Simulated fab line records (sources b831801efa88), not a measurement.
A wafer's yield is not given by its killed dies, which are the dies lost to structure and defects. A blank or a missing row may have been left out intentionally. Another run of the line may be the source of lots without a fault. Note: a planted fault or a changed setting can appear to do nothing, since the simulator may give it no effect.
Lot-split experiment | flow sfq line | on a route of 325 steps: 5 lots, 23 wafers read

## THE SPLIT ITSELF
At SFQ_TRILAYER_I7_VIA_LITHO_COAT_192 (resist thk 62 nm), the setting resist thk nm was moved away from the recipe's 62 nm on 6 of the 23 wafers read, by -5.9% to +3.5%. For the rest of the wafers, this setting stayed at what the recipe calls for.

## FROM THE SPLIT TO THE READING: what the file shows between them, 3 steps
- SFQ_TRILAYER_I7_VIA_LITHO_COAT_187: resist thk 650 nm
- SFQ_TRILAYER_I7_VIA_LITHO_SOFTBAKE_191
- SFQ_TRILAYER_I7_VIA_LITHO_DEVELOP_189: time 60 s

## THE READING
oes product au, in a.u., at SFQ_TRILAYER_I7_VIA_BARC_OPEN_VIA_ETCH_260 (etches BARC in O2, target depth 125 nm, time 41.7 s). On this fab line, fault-free wafers typically give 0.685 a.u. with a standard deviation of 0.0043 a.u.

wafer  | tool, chamber at the split | resist thk nm as run, nm | against the recipe | oes product au, a.u. | against lot-mates on the recipe
L074.1 | litho track-02, 0          | 62                       | recipe             | 0.684                | -
L074.2 | litho track-02, 0          | 62                       | recipe             | 0.687                | -
L074.5 | litho track-02, 0          | 62                       | recipe             | 0.687                | -
L075.1 | litho track-04, 0          | 58.81                    | -5.1%              | 0.666                | -0.019
L075.2 | litho track-04, 0          | 58.81                    | -5.1%              | 0.664                | -0.021
L075.3 | litho track-04, 0          | 62                       | recipe             | 0.684                | -
L075.5 | litho track-04, 0          | 62                       | recipe             | 0.686                | -
L075.6 | litho track-04, 0          | 62                       | recipe             | 0.684                | -
L079.1 | litho track-02, 0          | 62                       | recipe             | 0.683                | -
L079.3 | litho track-02, 0          | 62                       | recipe             | 0.681                | -
L079.4 | litho track-02, 0          | 64.2                     | +3.5%              | 0.695                | +0.013
L079.5 | litho track-02, 0          | 62                       | recipe             | 0.683                | -
L079.6 | litho track-02, 0          | 64.2                     | +3.5%              | 0.693                | +0.011
L080.1 | litho track-03, 0          | 62                       | recipe             | 0.682                | -
L080.2 | litho track-03, 0          | 62                       | recipe             | 0.684                | -
L080.3 | litho track-03, 0          | 62                       | recipe             | 0.678                | -
L080.4 | litho track-03, 0          | 62                       | recipe             | 0.686                | -
L080.5 | litho track-03, 0          | 62                       | recipe             | 0.689                | -
L082.1 | litho track-03, 0          | 62                       | recipe             | 0.686                | -
L082.2 | litho track-03, 0          | 62                       | recipe             | 0.674                | -
L082.3 | litho track-03, 0          | 58.33                    | -5.9%              | 0.669                | -0.012
L082.4 | litho track-03, 0          | 62                       | recipe             | 0.683                | -
L082.6 | litho track-03, 0          | 58.33                    | -5.9%              | 0.672                | -0.009

THE FIT
A straight line over all 23 wafers: oes product au changes by +0.00284 a.u. for each +1% of resist thk nm; r = +0.90; the points scatter about the line by 0.0036 a.u.
The same after taking each lot's own level away (the mean of its wafers on the recipe; 23 wafers): +0.00278 a.u. for each +1%; r = +0.88; scatter 0.0038 a.u.
On that fit, the largest move of resist thk nm shifts the reading by 0.016 a.u.
From 0.6810 to 0.6860 a.u.: that is the span of the lots' own levels, equal to 1.2 times the standard deviation above.
The two slopes agree, so the slope changes little with the lot-to-lot level.
Check: for one of the wafers moved furthest among these (-5.9%), held out of the fit, the line's prediction against its lot-mates is -0.0176 a.u. It came out at -0.012 a.u. against them.

## THE OTHER SPLITS THESE WAFERS WENT THROUGH
Before the reading, these wafers also passed through other splits. Each is held against what the fit with the lots' levels taken away leaves over:
other split on the same wafers                    | wafers away from the commonest value | r with oes product au (lot level and that fit taken away)
SFQ_TRILAYER_R5_LITHO_PEB_139 peb temp c          | 7                                    | -0.20
SFQ_TRILAYER_I5_LITHO_PEB_147 peb time s          | 8                                    | -0.03
SFQ_TRILAYER_I5_BARC_OPEN_VIA_ETCH_200 source w   | 5                                    | +0.05
SFQ_TRILAYER_C5_LITHO_PEB_154 peb temp c          | 9                                    | +0.31
SFQ_TRILAYER_I6_CMP_CMP_166 leave above ref nm    | 7                                    | -0.15
SFQ_TRILAYER_I6_VIA_BARC_OPEN_VIA_ETCH_235 time s | 8                                    | -0.07

## THE WHOLE CHAIN: every reading that the file lists as answering this split, in the file's order
step                                       | what it does                                        | reading                                                                                        | change (the file's fit)                  | r (the file's)
SFQ_TRILAYER_I7_VIA_LITHO_COAT_192         | resist thk 62 nm                                    | BARC_of_TRILAYER_I7_VIA_LITHO_COAT_192.thk nm (the simulator's own value, which no gauge read) | +0.622 nm for each +1% of the setting    | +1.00
SFQ_TRILAYER_I7_VIA_BARC_OPEN_VIA_ETCH_260 | etches BARC in O2, target depth 125 nm, time 41.7 s | oes product au                                                                                 | +0.0028 a.u. for each +1% of the setting | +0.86

## THE FILE'S OWN FIT
oes product au changes by +0.0028 a.u. for each +1% of resist thk nm, r = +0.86.
